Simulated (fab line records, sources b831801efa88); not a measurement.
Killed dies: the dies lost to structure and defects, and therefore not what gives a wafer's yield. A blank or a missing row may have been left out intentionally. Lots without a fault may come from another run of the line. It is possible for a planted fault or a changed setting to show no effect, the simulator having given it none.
Comparing a struck lot with a sound one -- flow sfqLine -- 14 steps out of a route of 325
Sound: the wafers L916.1, L916.3, L916.4. Struck: wafers L907.1, L907.5, L907.6. At the end, the cause is stated.
Each step with rows lists, per side, the tool, then ch with its chambers, then its first start. Under that, the readings that differ: sound wafers -- struck wafers -- difference of the means -- sigmas: that difference in standard deviations of wafers without a fault.
alike: readings with means less than 2 such deviations apart, plus words and numbers identical on both sides. not compared: withheld readings, readings lacking a value on some wafer, bounds such as >300 that could conceal the same value, and numbers that have no deviation in the record and whose values overlap.
A row with sigmas, a row that says differs or no value, or rows on one side alone: a step with any of these is where the two part. When numbers do not overlap yet have no deviation, they are printed without sigmas and do not part them. A reading that every wafer of one side lacks parts them only if that side has two wafers or more.

SFQ_TRILAYER_L0_BARC_OPEN_METAL_ETCH_010: etches BARC in O2, target depth 125 nm, time 41.7 s.
  sound on rieMetal-03 ch 0,1, day 7 23:43; struck on rieMetal-03 ch 0,1, day 5 12:10
  alike: biasW, drypumpMotorCurrentA, oesProductAu
  not compared: rfHoursCounterH
SFQ_TRILAYER_L0_ETCH_METAL_ETCH_008: etches MoNx KI in SF6/O2, stops on SiO2, target depth 50 nm, time 25 s.
  sound on rieMetal-03 ch 0,1, day 7 23:47; struck on rieMetal-03 ch 0,1, day 5 12:13
  alike: biasW, drypumpMotorCurrentA, oesProductAu
  not compared: rfHoursCounterH
SFQ_TRILAYER_L0_STRIP_STRIP_009: strips in O2.
  sound on rieMetal-03 ch 0,1, day 7 23:50; struck on rieMetal-03 ch 0,1, day 5 12:16
  alike: drypumpMotorCurrentA, oesProductAu
  not compared: rfHoursCounterH
then, 1 step without rows for these wafers: SFQ_TRILAYER_L0_STRIP_SOLV_CLEAN_010 (cleans in NMP, time 600 s).
SFQ_TRILAYER_L0_CAP_PECVD_011: deposits SiO2 from SiH4/N2O, time 13.333 s, target thk 60 nm.
  sound on pecvd-03 ch 0,1,2, day 8 00:36; struck on pecvd-03 ch 0,1,2, day 5 13:02
  alike: heaterPowerW, throttleValvePct
then, 6 steps without rows for these wafers: SFQ_TRILAYER_L0_VIA_LITHO_COAT_018 (resist thk 62 nm); SFQ_TRILAYER_L0_VIA_LITHO_COAT_013 (resist thk 650 nm); SFQ_TRILAYER_L0_VIA_LITHO_SOFTBAKE_017; SFQ_TRILAYER_L0_VIA_LITHO_EXPOSE_014 (exposes mask L0V, target cd 700 nm); SFQ_TRILAYER_L0_VIA_LITHO_PEB_016 (peb time 60 s); SFQ_TRILAYER_L0_VIA_LITHO_DEVELOP_015 (time 60 s).
SFQ_L0V_OVL_MEAS_903:
  sound on overlay-02, day 8 08:44; struck on overlay-01, day 5 20:03
  alike: L0V_OVL
SFQ_TRILAYER_L0_VIA_BARC_OPEN_VIA_ETCH_021: etches BARC in O2, target depth 125 nm, time 41.7 s.
  sound on rieDiel-04 ch 0,1,3, day 8 08:46; struck on rieDiel-03 ch 1,2, day 5 20:05
reading,sound,struck,difference,sigmas
biasW (W),79.89 79.68 80.08,75.76 75.59 75.39,-4.30,-18
  alike: drypumpMotorCurrentA, oesProductAu
  not compared: rfHoursCounterH
SFQ_TRILAYER_L0_VIA_ETCH_VIA_ETCH_016: etches SiO2 in CHF3, stops on MoNx KI, target depth 80 nm.
  sound on rieDiel-04 ch 0,1,3, day 8 08:48; struck on rieDiel-03 ch 1,2, day 5 20:08
  alike: biasW, drypumpMotorCurrentA, oesProductAu

== WHERE THEY PART ==
Within this record, at SFQ_TRILAYER_L0_VIA_BARC_OPEN_VIA_ETCH_021 only. Later steps at which nothing parts them and some readings are alike: SFQ_TRILAYER_L0_VIA_ETCH_VIA_ETCH_016.

WHY: what had been put in by the simulator
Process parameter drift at SFQ_TRILAYER_L0_VIA_BARC_OPEN_VIA_ETCH_021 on rieDiel-03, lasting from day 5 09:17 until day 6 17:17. From 80, the setting biasW moved by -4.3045. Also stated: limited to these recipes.
